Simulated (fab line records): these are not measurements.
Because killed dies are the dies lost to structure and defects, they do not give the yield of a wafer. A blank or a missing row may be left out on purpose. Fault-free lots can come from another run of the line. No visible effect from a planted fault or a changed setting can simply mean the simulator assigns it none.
Tool commonality check || flow gf180mcu || Sampled: 12 lots, 36 wafers

## WHY THIS WAS OPENED
At GF_VT_IMPLANT_TW_MEAS_32 the reading VT_IMPLANT_3_TW is flagged on 2 of 12 lots. No-fault wafers: 266.2, standard deviation 1.8.
Rule: a lot is flagged when every wafer of it that has a number lies more than 4 standard deviations from that mean, or none has a number. As for the other lots, they are considered sound.

{"lot": "L396", "measured": "day 7 07:38", "on": "film-metro-01", "VT_IMPLANT_3_TW, wafer by wafer": "266.7 266.8 268.2", "flag": ""}
{"lot": "L397", "measured": "day 7 10:58", "on": "film-metro-01", "VT_IMPLANT_3_TW, wafer by wafer": "265.1 266.1 266.5", "flag": ""}
{"lot": "L400", "measured": "day 8 05:55", "on": "film-metro-01", "VT_IMPLANT_3_TW, wafer by wafer": "266.3 268.0 265.6", "flag": ""}
{"lot": "L401", "measured": "day 8 11:13", "on": "film-metro-04", "VT_IMPLANT_3_TW, wafer by wafer": "267.0 268.6 267.6", "flag": ""}
{"lot": "L402", "measured": "day 8 18:11", "on": "film-metro-04", "VT_IMPLANT_3_TW, wafer by wafer": "1215.2 1209.4 1221.2", "flag": "FLAGGED"}
{"lot": "L403", "measured": "day 9 02:26", "on": "film-metro-03", "VT_IMPLANT_3_TW, wafer by wafer": "1213.4 1210.8 1203.4", "flag": "FLAGGED"}
{"lot": "L405", "measured": "day 9 15:14", "on": "film-metro-01", "VT_IMPLANT_3_TW, wafer by wafer": "265.6 265.9 265.6", "flag": ""}
{"lot": "L412", "measured": "day 11 15:41", "on": "film-metro-04", "VT_IMPLANT_3_TW, wafer by wafer": "265.3 263.9 263.1", "flag": ""}
{"lot": "L414", "measured": "day 12 01:32", "on": "film-metro-01", "VT_IMPLANT_3_TW, wafer by wafer": "263.9 262.6 264.2", "flag": ""}
{"lot": "L415", "measured": "day 12 10:21", "on": "film-metro-04", "VT_IMPLANT_3_TW, wafer by wafer": "266.1 263.9 266.5", "flag": ""}
{"lot": "L416", "measured": "day 12 15:28", "on": "film-metro-04", "VT_IMPLANT_3_TW, wafer by wafer": "265.0 265.2 267.0", "flag": ""}
{"lot": "L418", "measured": "day 13 03:10", "on": "film-metro-04", "VT_IMPLANT_3_TW, wafer by wafer": "267.3 266.7 267.5", "flag": ""}
Averaged over the flagged lots the numbers come to 1212.2, +946.0 from the usual (+99 or more standard deviations).

## LOT BY LOT: THE TOOL USED
The record holds 1 process step before the reading, out of a route of 602 steps. Read each cell as the tool, then ch plus the chambers that the sampled wafers visited, then the start.
{"lot": "L396", "flag": "", "GF_VT_IMPLANT_COAT_13": "litho-track-02 ch 0, day 6 07:50"}
{"lot": "L397", "flag": "", "GF_VT_IMPLANT_COAT_13": "litho-track-01 ch 0, day 6 11:41"}
{"lot": "L400", "flag": "", "GF_VT_IMPLANT_COAT_13": "litho-track-01 ch 0, day 7 05:23"}
{"lot": "L401", "flag": "", "GF_VT_IMPLANT_COAT_13": "litho-track-04 ch 0, day 7 10:02"}
{"lot": "L402", "flag": "FLAGGED", "GF_VT_IMPLANT_COAT_13": "litho-track-01, day 7 17:18"}
{"lot": "L403", "flag": "FLAGGED", "GF_VT_IMPLANT_COAT_13": "litho-track-02, day 8 01:05"}
{"lot": "L405", "flag": "", "GF_VT_IMPLANT_COAT_13": "litho-track-02 ch 0, day 8 14:11"}
{"lot": "L412", "flag": "", "GF_VT_IMPLANT_COAT_13": "litho-track-01 ch 0, day 10 11:12"}
{"lot": "L414", "flag": "", "GF_VT_IMPLANT_COAT_13": "litho-track-02 ch 0, day 10 21:16"}
{"lot": "L415", "flag": "", "GF_VT_IMPLANT_COAT_13": "litho-track-02 ch 0, day 11 05:14"}
{"lot": "L416", "flag": "", "GF_VT_IMPLANT_COAT_13": "litho-track-04 ch 0, day 11 10:14"}
{"lot": "L418", "flag": "", "GF_VT_IMPLANT_COAT_13": "litho-track-01 ch 0, day 11 22:00"}
What the steps here do:
- GF_VT_IMPLANT_COAT_13: resist thk 1000 nm.
- GF_VT_IMPLANT_TW_MEAS_32

## FLAGGED OVER TOTAL, TOOL BY TOOL (the gauges that took the reading come last)
{"step": "GF_VT_IMPLANT_COAT_13", "tool": "litho-track-01", "lots run": 5, "flagged": 1, "share of the flagged lots": "some", "sound lots run after its first flagged lot": "2 (L412,L418)"}
{"step": "GF_VT_IMPLANT_COAT_13", "tool": "litho-track-02", "lots run": 5, "flagged": 1, "share of the flagged lots": "some", "sound lots run after its first flagged lot": "3 (L405,L414,L415)"}
{"step": "GF_VT_IMPLANT_COAT_13", "tool": "litho-track-04", "lots run": 2, "flagged": 0, "share of the flagged lots": "none", "sound lots run after its first flagged lot": "-"}
{"step": "GF_VT_IMPLANT_TW_MEAS_32", "tool": "film-metro-01", "lots run": 5, "flagged": 0, "share of the flagged lots": "none", "sound lots run after its first flagged lot": "-"}
{"step": "GF_VT_IMPLANT_TW_MEAS_32", "tool": "film-metro-03", "lots run": 1, "flagged": 1, "share of the flagged lots": "some", "sound lots run after its first flagged lot": 0}
{"step": "GF_VT_IMPLANT_TW_MEAS_32", "tool": "film-metro-04", "lots run": 6, "flagged": 1, "share of the flagged lots": "some", "sound lots run after its first flagged lot": "4 (L412,L415,L416,L418)"}

## THE TABLE: WHAT IT ALLOWS
No row of the table ran every flagged lot.

## WHAT WAS PUT IN BY THE SIMULATOR
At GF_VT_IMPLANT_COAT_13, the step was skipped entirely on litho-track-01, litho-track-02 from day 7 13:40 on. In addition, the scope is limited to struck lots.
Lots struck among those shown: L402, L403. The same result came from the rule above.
